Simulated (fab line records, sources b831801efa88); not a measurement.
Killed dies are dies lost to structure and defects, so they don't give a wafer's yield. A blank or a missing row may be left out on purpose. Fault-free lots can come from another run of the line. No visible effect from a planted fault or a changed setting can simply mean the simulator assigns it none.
Which tool was responsible? | flow sky130 | 39 wafers from 13 lots sampled at 4 of the route's 708 steps

WHAT THE GAUGES SHOWED, per wafer
SKY_LDD_LDN_TW_MEAS_13.
lot  | measured     | on            | LDD_LDN_TW
L393 | day 22 18:34 | film_metro-01 | 1492 1494 1489
L394 | day 23 00:19 | film_metro-02 | 1491 1500 1503
L395 | day 23 11:46 | film_metro-02 | 1498 1491 1496
L396 | day 24 06:50 | film_metro-01 | 1481 1483 1479
L397 | day 24 16:07 | film_metro-02 | 1484 1484 1481
L402 | day 26 05:42 | film_metro-02 | 1480 1476 1486
L410 | day 29 00:17 | film_metro-02 | 1472 1478 1474
L411 | day 29 06:16 | film_metro-04 | 1481 1474 1476
L412 | day 29 17:28 | film_metro-04 | 1482 1481 1475
L413 | day 29 22:37 | film_metro-04 | 1481 1482 1480
L414 | day 30 05:17 | film_metro-01 | 1491 1489 1490
L415 | day 30 14:02 | film_metro-02 | 1479 1479 1475
L416 | day 30 19:34 | film_metro-01 | 1498 1486 1500

SKY_SD_P_CD_MEAS_07: the cd target is 380 nm.
lot  | measured     | on        | cd_nm (nm)
L393 | day 25 08:28 | cd_sem-01 | 380.4 377.3 376.6
L394 | day 25 14:41 | cd_sem-01 | 377.3 376.4 376.5
L395 | day 26 02:31 | cd_sem-01 | 377.4 377.5 378.5
L396 | day 26 20:20 | cd_sem-01 | 381.9 380.6 382.7
L397 | day 27 04:58 | cd_sem-02 | 381.9 383.9 381.1
L402 | day 28 16:17 | cd_sem-02 | 381.3 379.3 381.9
L410 | day 31 09:19 | cd_sem-01 | 378.2 378.8 380.1
L411 | day 31 15:05 | cd_sem-02 | 381.7 381.3 381.2
L412 | day 32 02:24 | cd_sem-01 | 383.7 383.7 383.4
L413 | day 32 07:10 | cd_sem-01 | 379.4 378.6 378.8
L414 | day 32 14:43 | cd_sem-01 | 374.9 375.1 377.5
L415 | day 32 22:02 | cd_sem-02 | 378.5 379.2 382.2
L416 | day 33 02:46 | cd_sem-02 | 383.0 378.9 381.4

WHAT TOOL EACH LOT RAN ON (gives the tool, then ch and the chambers of the sampled wafers, and finally the start)
lot  | SKY_LDD_LDN_STRIP_12                 | SKY_SPACER_CVD_00
L393 | plasma_asher-01 ch 0,1, day 22 18:28 | lpcvd-02 ch 1, day 22 18:41
L394 | plasma_asher-02 ch 0,1, day 23 00:12 | lpcvd-02 ch 1, day 23 00:25
L395 | plasma_asher-01 ch 0,1, day 23 11:41 | lpcvd-02 ch 1, day 23 12:23
L396 | plasma_asher-01 ch 0,1, day 24 06:43 | lpcvd-02 ch 1, day 24 07:44
L397 | plasma_asher-02 ch 0,1, day 24 16:01 | lpcvd-02 ch 1, day 24 16:19
L402 | plasma_asher-04 ch 0,1, day 26 05:36 | lpcvd-02 ch 0, day 26 05:47
L410 | plasma_asher-02 ch 0,1, day 29 00:12 | lpcvd-02 ch 1, day 29 00:27
L411 | plasma_asher-01 ch 0,1, day 29 06:09 | lpcvd-02 ch 0, day 29 06:22
L412 | plasma_asher-04 ch 0,1, day 29 17:21 | lpcvd-02 ch 1, day 29 17:34
L413 | plasma_asher-02 ch 1, day 29 22:31   | lpcvd-02 ch 1, day 29 23:09
L414 | plasma_asher-01 ch 0,1, day 30 05:11 | lpcvd-02 ch 0, day 30 06:05
L415 | plasma_asher-01 ch 0,1, day 30 13:56 | lpcvd-02 ch 1, day 30 14:08
L416 | plasma_asher-01 ch 0,1, day 30 19:28 | lpcvd-02 ch 0, day 30 19:44
- SKY_LDD_LDN_STRIP_12: strips in O2/N2.
- SKY_SPACER_CVD_00: deposits Si3N4 from DCS/NH3, target thk 43.1 nm, time 740 s.

AS READ BY THE TOOLS THEMSELVES (means over the sampled wafers that have a number; for cases with no such wafer, the mark the record gives instead)
SKY_LDD_LDN_STRIP_12.
lot  | tool            | drypump_motor_current_A (A) | oes_product_au (a.u.) | strip_time_to_endpoint_s (s)
L393 | plasma_asher-01 | 5.4                         | 0.715                 | 14.27
L394 | plasma_asher-02 | 6.2                         | 0.715                 | 14.12
L395 | plasma_asher-01 | 5.2                         | 0.714                 | 14.21
L396 | plasma_asher-01 | 5.4                         | 0.716                 | 14.20
L397 | plasma_asher-02 | 6.2                         | 0.716                 | 14.25
L402 | plasma_asher-04 | 5.6                         | 0.715                 | 14.24
L410 | plasma_asher-02 | 6.0                         | 0.715                 | 14.21
L411 | plasma_asher-01 | 5.3                         | 0.713                 | 14.17
L412 | plasma_asher-04 | 5.7                         | 0.718                 | 14.14
L413 | plasma_asher-02 | 5.8                         | 0.718                 | 14.20
L414 | plasma_asher-01 | 5.2                         | 0.714                 | 14.17
L415 | plasma_asher-01 | 5.5                         | 0.714                 | 14.21
L416 | plasma_asher-01 | 5.4                         | 0.718                 | 14.21

SKY_SPACER_CVD_00.
lot  | tool     | spike_tc_bottom_C (C) | spike_tc_centre_C (C) | spike_tc_lower_C (C) | zone_power_bottom_pct (%) | zone_power_centre_pct (%) | zone_power_lower_pct (%) | zone_power_upper_pct (%)
L393 | lpcvd-02 | 790                   | 768.6                 | 770.2                | 18.7                      | 11.73                     | 14.21                    | 11.95
L394 | lpcvd-02 | 790                   | 769.9                 | 770.6                | 18.7                      | 11.92                     | 14.27                    | 11.83
L395 | lpcvd-02 | 789                   | 770.0                 | 770.6                | 18.6                      | 11.96                     | 14.23                    | 11.92
L396 | lpcvd-02 | 789                   | 768.8                 | 770.8                | 18.6                      | 11.79                     | 14.10                    | 11.78
L397 | lpcvd-02 | 789                   | 769.9                 | 770.7                | 18.7                      | 11.83                     | 14.28                    | 11.96
L402 | lpcvd-02 | 774                   | 765.7                 | 812.9                | 15.3                      | 6.58                      | 27.57                    | 12.30
L410 | lpcvd-02 | 790                   | 769.9                 | 770.8                | 18.5                      | 11.75                     | 14.24                    | 11.96
L411 | lpcvd-02 | 782                   | 771.1                 | 769.2                | 19.9                      | 11.46                     | 14.10                    | 11.79
L412 | lpcvd-02 | 790                   | 769.6                 | 771.6                | 18.7                      | 11.89                     | 14.18                    | 11.83
L413 | lpcvd-02 | 790                   | 768.7                 | 771.3                | 18.8                      | 11.75                     | 14.36                    | 11.95
L414 | lpcvd-02 | 781                   | 771.2                 | 770.0                | 20.0                      | 11.40                     | 14.03                    | 11.83
L415 | lpcvd-02 | 789                   | 769.8                 | 770.6                | 18.6                      | 11.95                     | 14.40                    | 11.84
L416 | lpcvd-02 | 782                   | 771.7                 | 770.9                | 20.1                      | 11.46                     | 13.90                    | 11.78

THE ANSWER, worked out from the rows above alone
Rule: the usual values come from the lots themselves. The widest of any qualifying gaps counts: lots, ordered by their means at a reading, are off when they make up no more than a third of the lots, leave a main group of 4 or more, and stand apart from it by 3 or more times the standard deviation of that group's means. The tables above print the reading to a certain number of digits; a main group whose means all agree to those digits is not used. A lot without any number at a reading at which 4 lots or more have one is off too. All remaining lots with rows at the step are treated as sound. After the gauges, taken in route order, come the tools' own readings; for these a lot's mean is taken, as printed above. The first step at which some lot is off is used, and at that step the reading that is off furthest; a lot without a number counts as furthest.
Off at SKY_SPACER_CVD_00 (zone_power_lower_pct): L402. Main group: mean 14.19 %, sd 0.13.
A tool fits if, at that step or a process step before it, it ran every lot that is off, and no sound lot after the first of them. No candidate that was tried fits.

WHAT HAD BEEN PUT IN BY THE SIMULATOR
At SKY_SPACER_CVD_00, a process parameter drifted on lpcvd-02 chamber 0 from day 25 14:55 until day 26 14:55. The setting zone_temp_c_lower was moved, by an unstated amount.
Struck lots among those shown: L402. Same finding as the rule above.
